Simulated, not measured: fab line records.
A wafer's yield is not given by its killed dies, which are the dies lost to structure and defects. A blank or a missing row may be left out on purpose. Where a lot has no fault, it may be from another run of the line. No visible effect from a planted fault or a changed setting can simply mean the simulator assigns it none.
Comparing a struck lot with a sound one + flow gf180mcu + 15 steps out of a route of 602
Sound: the wafers L727.1, L727.3, L727.4. Wafers L713.2, L713.3, L713.4 were the ones struck. At the end, the cause is stated.
Per side, at each step with rows, come the tool, then ch with its chambers, and then its first start. Under that, the readings that differ: sound wafers + struck wafers + difference of the means + sigmas: that difference in standard deviations of wafers without a fault.
alike: readings with means less than 2 such deviations apart, plus words and numbers identical on both sides. not compared: withheld readings, readings lacking a value on some wafer, bounds such as >300 that could conceal the same value, and numbers that have no deviation in the record and whose values overlap.
The two part at a step that has a row with sigmas, a row that says differs or no value, or rows on one side only. Non-overlapping numbers with no deviation appear without sigmas and do not part them. A reading missing from all wafers of one side parts the sides only when that side holds two or more wafers.

first, 7 steps without rows for these wafers: GF_DUAL_GATE_DEHYDRATE_04 (time 60 s); GF_DUAL_GATE_HMDS_05 (prime time 60 s); GF_DUAL_GATE_COAT_06 (resist thk 1000 nm); GF_DUAL_GATE_SOFTBAKE_07 (time 60 s); GF_DUAL_GATE_EXPOSE_08 (exposes mask Dualgate, target cd 700 nm); GF_DUAL_GATE_PEB_09; GF_DUAL_GATE_DEVELOP_10 (develop time 60 s).
GF_DUAL_GATE_OVL_MEAS_11:
  sound on overlay-01 at day 13 13:04; struck on overlay-02 at day 9 10:13
  alike: DUAL_GATE_OVL
then, 1 step without rows for these wafers: GF_DUAL_GATE_WET_ETCH_12 (etches SiO2 in dHF, target depth 13 nm, time 260 s).
GF_DUAL_GATE_STRIP_13: strips in O2/N2.
  sound on plasmaAsher-02 ch 0,1, day 13 13:11; struck on plasmaAsher-02 ch 0,1, day 9 10:19
  alike: drypumpMotorCurrentA, heaterPowerW, oesProductAu, platenTempC, stripTimeToEndpointS
  not compared: rfHoursCounterH
then, 2 steps without rows for these wafers: GF_DUAL_GATE_CLEAN_14 (cleans in SC1/SC2, time 150 s); GF_DUAL_GATE_OXIDATION_15 (stabilise 600 s, purge 300 s, target thk 7.098 nm).
GF_POLY_GATE_CVD_00: deposits poly-Si, target thk 200 nm, time 1200 s.
  sound on lpcvd-01 ch 1, day 13 18:55; struck on lpcvd-01 ch 0, day 9 15:03
| reading                                      | sound             | struck            | difference | sigmas |
|----------------------------------------------|-------------------|-------------------|------------|--------|
| zonePowerUpperPct (%)                        | 9.0 8.9 8.8       | 11.0 11.0 11.0    | +2.1       | +2     |
| model.poly-Si_of_POLY_GATE_CVD_00.thkNm (nm) | 203.2 201.5 202.3 | 82.56 83.19 80.61 | -120.21    |        |
GF_POLY_GATE_THK_MEAS_01:
  sound on filmMetro-03 at day 13 20:14; struck on filmMetro-04 at day 9 16:40
| reading                   | sound             | struck         | difference | sigmas |
|---------------------------|-------------------|----------------|------------|--------|
| POLY_GATE_CVD_00_THK (nm) | 203.3 201.6 202.3 | 82.5 83.2 80.6 | -120.3     | -60    |
  not compared: hold
next, for these wafers, 1 step has no rows: GF_PASSIVATION_PROBE_99.

== WHERE THEY PART ==
Earliest at GF_POLY_GATE_CVD_00; latest, in this record, at GF_POLY_GATE_THK_MEAS_01.

WHY: whatever the simulator had introduced
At GF_POLY_GATE_CVD_00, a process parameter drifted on lpcvd-01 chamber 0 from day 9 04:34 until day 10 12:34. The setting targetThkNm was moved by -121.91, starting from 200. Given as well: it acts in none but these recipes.
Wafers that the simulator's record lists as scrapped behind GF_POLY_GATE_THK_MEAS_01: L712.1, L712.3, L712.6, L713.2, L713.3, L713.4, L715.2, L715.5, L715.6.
